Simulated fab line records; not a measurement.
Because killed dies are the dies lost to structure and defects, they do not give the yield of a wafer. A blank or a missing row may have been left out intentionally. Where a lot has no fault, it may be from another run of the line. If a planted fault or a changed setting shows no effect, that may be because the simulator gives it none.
Struck lot and sound lot, side by side -- flow sky130 -- 15 steps out of a route of 708
Sound: these wafers, L305.1, L305.2, L305.6. Struck: wafer L309.6 (left out: L309.1, L309.2 of the same lot, which were not struck); the cause appears at the end.
At each step with rows: each side's tool, then ch and its chambers, then its first start. Under that, the readings that differ: sound wafers -- struck wafers -- difference of the means -- sigmas: that difference in standard deviations of wafers without a fault.
alike: readings whose means differ by less than 2 such deviations, and words and numbers that are the same on both sides. not compared: withheld readings, readings that some wafer has no value for, bounds like >300 that may hide the same value, and numbers for which the record gives no deviation and whose values overlap.
The two part at a step that has a row with sigmas, a row that says differs or no value, or rows on one side only. Numbers that don't overlap but have no deviation are shown without sigmas and don't part them. A reading missing from all wafers of one side parts the sides only when that side holds two or more wafers.

first, 1 step without rows for these wafers: SKY_VIA4_DEVELOP_10 (develop time 60 s).
SKY_VIA4_OVL_MEAS_11:
  sound on overlay-02, day 47 15:38; struck on overlay-01, day 48 14:46
reading,sound,struck,difference,sigmas
VIA4_OVL (nm),-5.0 -3.5 -3.8,1.5,+5.6,+3
SKY_VIA4_ETCH_12: etches SiO2 in C4F8/O2/Ar, stops on TiN, target depth 580 nm.
  sound on rie_diel-02 ch 0,2,3, day 47 15:40; struck on rie_diel-04 ch 1, day 48 14:47
  alike: oes_product_au
SKY_VIA4_STRIP_13: strips in O2/N2.
  sound on plasma_asher-02 ch 0,1, day 47 15:44; struck on plasma_asher-02 ch 1, day 48 14:52
  alike: drypump_motor_current_A, oes_product_au, strip_time_to_endpoint_s
  not compared: rf_hours_counter_h
then, 4 steps without rows for these wafers: SKY_VIA4_STRIP_14 (strips in post etch residue remover, time 1200 s); SKY_VIA4_CLEAN_15 (cleans in IPA, time 180 s); SKY_VIA4_CLEAN_16 (cleans in O3/DIW); SKY_VIA4_SPUTTER_17 (material TiN, target thk 20 nm, time 80 s).
SKY_VIA4_CVD_18: deposits W, target thk 505 nm, time 152.14 s.
  sound on cvd_w-01 ch 0,1, day 47 16:23; struck on cvd_w-02 ch 1, day 48 15:31
  alike: heater_power_w
SKY_VIA4_RS_MEAS_19: uses a four-point probe to measure.
  sound on film_metro-03, day 47 16:33; struck on film_metro-01, day 48 15:40
  alike: VIA4_W_RS
SKY_VIA4_THK_MEAS_20: measures by xrf.
  sound on film_metro-03, day 47 16:40; struck on film_metro-01, day 48 15:47
  alike: VIA4_W_THK
SKY_VIA4_CMP_21: polishes, stops on SiO2, t overpolish 25 s, target thk 0 nm.
  sound on cmp-02 ch 1,2,3, day 47 16:51; struck on cmp-01 ch 2, day 48 15:51
  alike: motor_current_A, overpolish_run_s, time_to_endpoint_s
SKY_METAL5_SPUTTER_00: material Ti, target thk 15 nm, time 10 s.
  sound on pvd_sputter-02, day 47 17:06; struck on pvd_sputter-04, day 48 16:09
reading,sound,struck,difference,sigmas
model.Ti_of_METAL5_SPUTTER_00.thk_nm (nm),15.04 15.52 15.3,26.42,+11.13,
  alike: throttle_valve_pct
SKY_METAL5_SPUTTER_01: material TiN, target thk 20 nm, time 16.7 s.
  sound on pvd_sputter-02, day 47 17:07; struck on pvd_sputter-04, day 48 16:10
  alike: throttle_valve_pct
after that, 1 step had no rows for these wafers: SKY_PAD_OPEN_PROBE_99.

## WHERE THEY PART
Within this record, at SKY_VIA4_OVL_MEAS_11 only. Later steps at which nothing parts them and some readings are alike: SKY_VIA4_ETCH_12, SKY_VIA4_STRIP_13, SKY_VIA4_CVD_18, SKY_VIA4_RS_MEAS_19, SKY_VIA4_THK_MEAS_20, SKY_VIA4_CMP_21, SKY_METAL5_SPUTTER_00, SKY_METAL5_SPUTTER_01.

WHY: what the simulator had put in
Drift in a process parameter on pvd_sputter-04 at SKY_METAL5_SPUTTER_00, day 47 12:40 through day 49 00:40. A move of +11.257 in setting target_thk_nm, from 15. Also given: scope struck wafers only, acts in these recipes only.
